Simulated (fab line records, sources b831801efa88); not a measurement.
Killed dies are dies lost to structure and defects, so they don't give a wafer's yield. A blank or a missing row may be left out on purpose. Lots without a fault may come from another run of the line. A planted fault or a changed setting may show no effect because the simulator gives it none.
Which tool did it? | flow gf180mcu | 14 lots, 42 wafers sampled, at 2 steps of a route of 602

WHAT THE GAUGES READ, wafer by wafer
GF_V2_THK_MEAS_03. Usual: V2_CVD_02_THK 852 nm, standard deviation 10.
lot  | measured     | on            | V2_CVD_02_THK (nm) | flag
L551 | day 19 22:20 | film_metro-03 | 835 846 845        |
L552 | day 20 08:12 | film_metro-04 | 839 835 856        |
L553 | day 20 10:31 | film_metro-02 | 846 853 859        |
L554 | day 21 03:55 | film_metro-03 | 852 874 869        |
L555 | day 21 07:39 | film_metro-02 | 855 874 873        |
L557 | day 22 03:55 | film_metro-04 | 832 842 850        |
L558 | day 22 09:31 | film_metro-04 | 862 842 859        |
L559 | day 22 12:52 | film_metro-02 | 859 861 872        |
L562 | day 23 17:40 | film_metro-03 | 839 843 854        |
L567 | day 25 11:23 | film_metro-04 | 831 854 858        |
L569 | day 26 02:46 | film_metro-04 | 839 857 863        |
L570 | day 26 06:01 | film_metro-02 | 851 833 860        |
L572 | day 27 06:42 | film_metro-04 | 833 860 852        |
L573 | day 27 08:38 | film_metro-04 | 844 864 849        |

WHICH TOOL RAN EACH LOT (tool, then ch and the chambers of the sampled wafers, then the start)
lot  | GF_DNWELL_IMPLANT_07
L551 | implanter-04 ch 0, day 3 02:49
L552 | implanter-04 ch 0, day 3 05:54
L553 | implanter-04 ch 0, day 3 10:17
L554 | implanter-04 ch 0, day 3 16:47
L555 | implanter-02 ch 0, day 3 21:37
L557 | implanter-01 ch 0, day 4 08:01
L558 | implanter-02 ch 0, day 4 13:21
L559 | implanter-01 ch 0, day 4 17:46
L562 | implanter-01 ch 0, day 5 08:51
L567 | implanter-02 ch 0, day 6 13:27
L569 | implanter-04 ch 0, day 6 23:16
L570 | implanter-04 ch 0, day 7 04:33
L572 | implanter-02 ch 0, day 7 21:45
L573 | implanter-01 ch 0, day 7 21:55
- GF_DNWELL_IMPLANT_07

WHAT THE TOOLS THEMSELVES READ (means of the sampled wafers that have a number; where no wafer has one, the mark that the record gives instead)
GF_DNWELL_IMPLANT_07. Usual: dose_ions_cm2 9.998e+12, standard deviation 9.8e+09.
lot  | tool         | dose_ions_cm2 | flag
L551 | implanter-04 | 1.000e+13     |
L552 | implanter-04 | 9.997e+12     |
L553 | implanter-04 | 9.989e+12     |
L554 | implanter-04 | 9.995e+12     |
L555 | implanter-02 | 1.000e+13     |
L557 | implanter-01 | 1.000e+13     |
L558 | implanter-02 | 9.991e+12     |
L559 | implanter-01 | 1.000e+13     |
L562 | implanter-01 | 1.000e+13     |
L567 | implanter-02 | 9.981e+12     |
L569 | implanter-04 | 1.041e+13     | OFF
L570 | implanter-04 | 1.041e+13     | OFF
L572 | implanter-02 | 9.988e+12     |
L573 | implanter-01 | 1.001e+13     |

THE ANSWER, worked out from the rows above alone
Rule: a lot is off if the mean of its wafers that have a number lies more than 3 standard deviations from the usual mean. A lot without any number at a reading at which 4 lots or more have one is off too. The other lots that the step has rows for count as sound. The gauges are gone through in route order, then the tools' own readings, and for those a lot's mean is taken as printed above. The first step at which some lot is off is used, and at that step the reading that is off furthest; a lot without a number counts as furthest.
Off: L569, L570, at GF_DNWELL_IMPLANT_07 (dose_ions_cm2).
A tool fits if, at that step or a process step before it, it ran every lot that is off, and no sound lot after the first of them. One fits: implanter-04 at GF_DNWELL_IMPLANT_07. Its last sound lot is L554 (day 3 16:47), its first lot that is off L569 (day 6 23:16): a fault that began between those two fits.
The tool's own readings at GF_DNWELL_IMPLANT_07 bear it out: on the lots that are off they differ by more than 5 times the standard deviation of the sound lots' means. dose_ions_cm2 reads 1.041e+13 there against 9.996e+12 on the sound lots.

WHAT THE SIMULATOR HAD PUT IN
Process parameter drift: implanter-04, from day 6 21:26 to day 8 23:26, at GF_DNWELL_IMPLANT_07. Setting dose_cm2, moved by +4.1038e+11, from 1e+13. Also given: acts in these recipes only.
Lots struck among those shown: L569, L570. The rule above found the same.
